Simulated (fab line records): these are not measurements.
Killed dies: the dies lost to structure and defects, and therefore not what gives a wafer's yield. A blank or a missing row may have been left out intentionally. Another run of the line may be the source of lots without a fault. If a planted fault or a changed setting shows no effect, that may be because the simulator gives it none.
Comparing a struck lot with a sound one + flow sky130 + 17 steps out of a route of 708
Sound: wafers L795.1, L795.2, L795.6. Struck: wafers L808.1, L808.2, L808.3. The cause comes at the end.
Order at every step that has rows: each side's tool, ch and its chambers, its first start. Under that, the readings that differ: sound wafers + struck wafers + difference of the means + sigmas: that difference in standard deviations of wafers without a fault.
alike: readings with means less than 2 such deviations apart, plus words and numbers identical on both sides. not compared: withheld readings, readings lacking a value on some wafer, bounds such as >300 that could conceal the same value, and numbers that have no deviation in the record and whose values overlap.
A row with sigmas, a row that says differs or no value, or rows on one side alone: a step with any of these is where the two part. When numbers do not overlap yet have no deviation, they are printed without sigmas and do not part them. A reading missing from all wafers of one side parts the sides only when that side holds two or more wafers.

first, 3 steps without rows for these wafers: SKY_VIA1_EXPOSE_09 (exposes mask VIM, target cd 150 nm); SKY_VIA1_PEB_10; SKY_VIA1_DEVELOP_11 (develop time 60 s).
SKY_VIA1_CD_MEAS_12: the cd target is 150 nm.
  sound: cdSem-01 at day 34 14:16; struck: cdSem-01 at day 38 15:31
  alike: cdNm
SKY_VIA1_OVL_MEAS_13:
  sound: overlay-02 at day 34 14:23; struck: overlay-02 at day 38 15:38
  alike: VIA1_OVL
SKY_VIA1_ETCH_14: etches BARC in N2/H2, stops on SiO2, time 45.9 s, target depth 60 nm.
  sound on rieDiel-04 ch 0,3, day 34 14:26; struck on rieDiel-01 ch 1,2,3, day 38 15:41
  alike: drypumpMotorCurrentA, oesProductAu, throttleValvePct
  not compared: rfHoursCounterH
SKY_VIA1_ETCH_15: etches SiO2 in C4F8/O2/Ar, stops on TiN, target depth 351 nm, time 54 s.
  sound on rieDiel-04 ch 0,3, day 34 14:28; struck on rieDiel-01 ch 1,2,3, day 38 15:43
| reading             | sound             | struck            | difference | sigmas |
|---------------------|-------------------|-------------------|------------|--------|
| oesProductAu (a.u.) | 0.980 0.979 0.974 | 0.989 0.989 0.998 | +0.014     | +3     |
  not compared: rfHoursCounterH
SKY_VIA1_STRIP_16: strips in O2/N2.
  sound on plasmaAsher-03 ch 0,1, day 34 14:31; struck on plasmaAsher-03 ch 0,1, day 38 15:46
| reading                  | sound             | struck            | difference | sigmas |
|--------------------------|-------------------|-------------------|------------|--------|
| stripTimeToEndpointS (s) | 4.448 4.458 4.484 | 4.414 4.409 4.404 | -0.054     | -2     |
  alike: drypumpMotorCurrentA, oesProductAu
  not compared: rfHoursCounterH
then, 3 steps without rows for these wafers: SKY_VIA1_STRIP_17 (strips in post etch residue remover, time 1200 s); SKY_VIA1_CLEAN_18 (cleans in IPA, time 180 s); SKY_VIA1_CLEAN_19 (cleans in O3/DIW).
SKY_VIA1_SPUTTER_20: material TiN, target thk 20 nm, time 80 s.
  sound: pvdSputter-01 at day 34 15:07; struck: pvdSputter-03 at day 38 16:22
  alike: throttleValvePct
SKY_VIA1_CVD_21: deposits W, target thk 270 nm, time 80.902 s.
  sound on cvdW-02 ch 0,1, day 34 15:10; struck on cvdW-01 ch 0,1, day 38 16:25
| reading                           | sound             | struck            | difference | sigmas |
|-----------------------------------|-------------------|-------------------|------------|--------|
| chamberPressureTorr (Torr)        | 40.08 39.99 39.96 | 46.14 46.13 46.16 | +6.13      | +70    |
| model.W_of_VIA1_CVD_21.thkNm (nm) | 270.2 271.5 270   | 280.9 289.4 286.2 | +14.9      |        |
  alike: heaterPowerW, susceptorTempC
SKY_VIA1_RS_MEAS_22: uses a four-point probe to measure.
  sound: filmMetro-02 at day 34 15:16; struck: filmMetro-02 at day 38 16:31
| reading            | sound             | struck            | difference | sigmas |
|--------------------|-------------------|-------------------|------------|--------|
| VIA1_W_RS (ohm/sq) | 0.425 0.423 0.426 | 0.408 0.396 0.401 | -0.023     | -5     |
SKY_VIA1_THK_MEAS_23: measures by xrf.
  sound: filmMetro-02 at day 34 15:23; struck: filmMetro-02 at day 38 16:38
| reading         | sound       | struck      | difference | sigmas |
|-----------------|-------------|-------------|------------|--------|
| VIA1_W_THK (nm) | 259 262 260 | 269 277 274 | +13        | +3     |
SKY_VIA1_CMP_24: polishes, stops on SiO2, t overpolish 15 s, target thk 0 nm.
  sound on cmp-01 ch 0,1,3, day 34 15:26; struck on cmp-01 ch 0,2,3, day 38 16:44
  alike: motorCurrentA, slurryFilterDpKPa
SKY_PAD_OPEN_PROBE_99:
  sound wafers here have rows in the record (prober-01, day 46 07:54); struck ones have none

WHERE THEY PART
First at SKY_VIA1_ETCH_15; last, within this record, at SKY_PAD_OPEN_PROBE_99.

WHY: what had been put in by the simulator
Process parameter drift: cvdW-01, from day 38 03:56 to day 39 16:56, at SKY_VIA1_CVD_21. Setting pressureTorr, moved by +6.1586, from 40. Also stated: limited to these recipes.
